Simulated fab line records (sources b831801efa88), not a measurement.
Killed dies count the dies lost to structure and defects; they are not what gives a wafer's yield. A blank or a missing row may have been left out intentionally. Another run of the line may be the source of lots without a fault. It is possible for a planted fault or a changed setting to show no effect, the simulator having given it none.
Which tool was responsible?    flow gf180mcu    12 lots (36 wafers sampled), 1 step of a 602-step route

== WHAT THE GAUGES SHOWED, per wafer ==
GF_NWELL_OVL_MEAS_07.
lot   measured     on          NWELL_OVL (nm)
L075  day 3 12:14  overlay-02  -1.1 0.2 -1.5
L077  day 4 00:11  overlay-02  -0.9 -1.3 0.1
L079  day 4 12:34  overlay-01  -1.5 -0.2 0.0
L081  day 4 21:23  overlay-01  0.1 -0.2 -1.0
L083  day 5 10:14  overlay-01  -0.4 -0.8 -0.4
L085  day 5 19:13  overlay-01  -1.4 -1.0 -1.1
L087  day 6 05:49  overlay-02  1.2 0.7 1.2
L089  day 6 19:02  overlay-02  -1.0 -1.1 -0.7
L091  day 7 03:35  overlay-02  -3.5 -2.9 -1.7
L093  day 7 18:55  overlay-02  -1.9 -1.5 -2.8
L095  day 8 02:26  overlay-01  -1.5 -1.7 -2.7
L097  day 8 19:16  overlay-01  -2.2 -2.2 -2.7

== EACH LOT AND THE TOOL THAT RAN IT (in order: tool; ch and the chambers of the sampled wafers; start) ==
Before these readings, the record contains no process step.

== THE ANSWER, worked out from the rows above alone ==
Rule: the lots themselves supply what counts as usual. Put in order of their means at a reading, lots are off if they are a third of the lots or fewer, leave a main group of 4 or more, and stand apart from it by a gap of 3 or more times the standard deviation of the main group's means; of several such gaps the widest counts. The tables above print the reading to a certain number of digits; a main group whose means all agree to those digits is not used. Also off: a lot with no number at a reading for which 4 or more lots have one. All remaining lots with rows at the step are treated as sound.
No lot is off on any of the readings shown, so nothing can be concluded from this.

== WHAT HAD BEEN PUT IN BY THE SIMULATOR ==
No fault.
